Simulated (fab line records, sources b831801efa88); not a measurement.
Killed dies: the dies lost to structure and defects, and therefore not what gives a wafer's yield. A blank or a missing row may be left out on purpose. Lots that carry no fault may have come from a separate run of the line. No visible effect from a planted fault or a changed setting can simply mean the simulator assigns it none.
The same fault as seen by 2 desks + flow sky130 + numbers are kept per desk, each desk with only its own; the story behind them comes last

AT THE TOOL OWNER'S DESK: implanter-02
The tool's own readings at SKY_LDD_N_IMPLANT_10, given as means over the sampled wafers that have a number, one for each lot that went through this tool. If a lot's mean is further than 4 standard deviations from the usual mean, the lot is out of limits and carries the mark OUT (the distance appears in the brackets).
Columns: A = dose_ions_cm2 at SKY_LDD_N_IMPLANT_10, usual 7.502e+13; B = faraday_current_uA at SKY_LDD_N_IMPLANT_10, usual 423
| lot  | first seen here | A                           | B             |
|------|-----------------|-----------------------------|---------------|
| L565 | day 19 10:26    | 7.491e+13                   | 418           |
| L567 | day 20 12:47    | 7.492e+13                   | 423           |
| L577 | day 23 11:59    | 4.103e+13 (-99 or more) OUT | 231 (-25) OUT |
| L578 | day 24 01:15    | 4.107e+13 (-99 or more) OUT | 232 (-25) OUT |
| L580 | day 24 18:36    | 4.119e+13 (-99 or more) OUT | 238 (-24) OUT |
This desk's finding: out of limits on L577, L578, L580; first on L577, day 23 11:59 (dose_ions_cm2 at SKY_LDD_N_IMPLANT_10). Within limits: L565, L567.

FROM THE METROLOGY DESK
Means of the sampled wafers that have a number, per lot and without regard to the tool the lot ran on: this is what the gauges read. If a lot's mean is further than 4 standard deviations from the usual mean, the lot is out of limits and carries the mark OUT (the distance appears in the brackets).
Columns: A = VT_ADJUST_HVTR_TW at SKY_VT_ADJUST_HVTR_TW_MEAS_11, usual 211.1; B = POLY_GATE_TW at SKY_RES_PROTECT_TW_MEAS_08, usual 4042; C = SD_N_TW at SKY_SD_N_TW_MEAS_12, usual 3985
| lot  | first seen here | A     | B    | C    |
|------|-----------------|-------|------|------|
| L565 | day 10 18:18    | 209.6 | 4004 | 4019 |
| L567 | day 11 11:31    | 213.4 | 4089 | 3944 |
| L568 | day 11 21:39    | 214.0 | 3968 | 3966 |
| L569 | day 11 22:37    | 209.2 | 4097 | 3998 |
| L570 | day 12 08:42    | 215.4 | 4087 | 3973 |
| L573 | day 13 07:41    | 210.3 | 4003 | 3925 |
| L577 | day 14 07:01    | 208.0 | 3988 | 4055 |
| L578 | day 14 17:47    | 208.7 | 4070 | 3964 |
| L580 | day 15 06:58    | 209.2 | 4089 | 3999 |
| L581 | day 15 13:43    | 208.5 | 3981 | 4023 |
| L582 | day 16 01:11    | 212.9 | 4084 | 3977 |
| L584 | day 16 10:53    | 213.4 | 3987 | 3978 |
Result from this desk: across the 12 lots, nothing is out of limits.

TAKEN TOGETHER
At day 23 11:59, on L577, L578, L580, the tool owner's desk was in a position to raise an alarm.
From the metrology desk's view, nothing was out of limits.
The metrology desk has L577, L578, L580 on record, within its limits.
On implanter-02, each named lot ran SKY_LDD_N_IMPLANT_10.

WHAT HAD BEEN PUT IN BY THE SIMULATOR
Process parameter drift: implanter-02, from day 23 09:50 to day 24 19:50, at SKY_LDD_N_IMPLANT_10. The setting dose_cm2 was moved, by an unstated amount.
Lots struck among those shown: L577, L578, L580.
Time in hours from fault onset to the first out-of-limits reading at each desk: the tool owner's desk, 2.
